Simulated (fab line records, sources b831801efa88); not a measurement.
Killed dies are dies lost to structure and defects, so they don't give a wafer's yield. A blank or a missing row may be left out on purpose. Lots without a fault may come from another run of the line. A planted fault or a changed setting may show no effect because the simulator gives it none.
Chamber matching | flow gf180mcu | GF_V2_CVD_02 on pecvd-04: 3 sister chambers
The step deposits SiO2 from TEOS, target thk 850 nm, time 94.851 s. 6 wafers are shown with their chamber, then 7 later ones without.

WAFERS WITH THEIR CHAMBER
wafer  | chamber | heater_power_w (W)
L397.4 | 0       | 519
L401.1 | 2       | 678
L401.2 | 0       | 575
L401.4 | 1       | 712
L402.2 | 2       | 704
L402.3 | 1       | 700

WAFERS WITHOUT THEIR CHAMBER
wafer  | heater_power_w (W)
L402.4 | 752
L411.1 | 796
L411.4 | 449
L411.5 | 645
L414.1 | 528
L414.2 | 469
L414.4 | 835

WHICH CHAMBER EACH WENT THROUGH
wafer  | from the rows above     | in truth
L402.4 | can't be placed: 1 or 2 | 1
L411.1 | can't be placed: 1 or 2 | 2
L411.4 | 0                       | 0
L411.5 | can't be placed: 2 or 1 | 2
L414.1 | 0                       | 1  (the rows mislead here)
L414.2 | 0                       | 0
L414.4 | can't be placed: 1 or 2 | 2
Placed correctly: 2 of 7. Can't be placed from these rows: 4 (the true chamber is among the candidates in 4). Placed wrongly: 1.
How it was worked out, from the rows above alone: a wafer's distance from a chamber is the root of the sum, over the readings, of the square of ((its reading less the chamber's mean) divided by the reading's scatter). The wafer belongs to the nearest chamber; if the next one is less than 2 further off, it can't be placed. A chamber's mean is the mean of its shown wafers. The scatter: the root of (the sum of the squares of (reading less its chamber's mean) over the shown wafers, divided by (wafers less chambers)).
